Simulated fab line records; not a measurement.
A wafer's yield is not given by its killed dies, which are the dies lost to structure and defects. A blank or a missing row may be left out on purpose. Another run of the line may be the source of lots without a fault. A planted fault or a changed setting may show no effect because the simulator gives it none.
Chamber matching    flow gf180mcu    pecvd-01 running GF_PASSIVATION_CVD_00: 3 sister chambers
The step deposits SiO2 from TEOS, target thk 1000 nm, time 111.95 s. 3 wafers are shown with their chamber, then 8 later ones without.

== WAFERS WITH THEIR CHAMBER ==
wafer   chamber  heater_power_w (W)
L083.3  2        711
L083.4  0        679
L090.1  1        677

== WAFERS MISSING THEIR CHAMBER ==
wafer   heater_power_w (W)
L090.2  584
L090.5  716
L092.1  629
L092.2  638
L092.4  684
L094.1  642
L094.5  686
L094.6  719

== WHICH CHAMBER EACH WENT THROUGH ==
wafer   from the rows above           in truth
L090.2  can't be placed: 1 or 0 or 2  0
L090.5  can't be placed: 2 or 0 or 1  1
L092.1  can't be placed: 1 or 0 or 2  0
L092.2  can't be placed: 1 or 0 or 2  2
L092.4  can't be placed: 0 or 1 or 2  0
L094.1  can't be placed: 1 or 0 or 2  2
L094.5  can't be placed: 0 or 1 or 2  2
L094.6  can't be placed: 2 or 0 or 1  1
Placed correctly: 0 of 8. Cannot be placed on the basis of these rows: 8; the candidates contain the true chamber in 8. Placed wrongly: 0.
How it was worked out, from the rows above alone: a wafer's distance from a chamber is the root of the sum, over the readings, of the square of ((its reading less the chamber's mean) divided by the reading's scatter). The wafer belongs to the nearest chamber; if the next one is less than 2 further off, it can't be placed. A chamber's mean is the mean of its shown wafers. The scatter: root of mean squared gap, hidden wafer to nearest shown wafer, with one shown wafer a chamber.
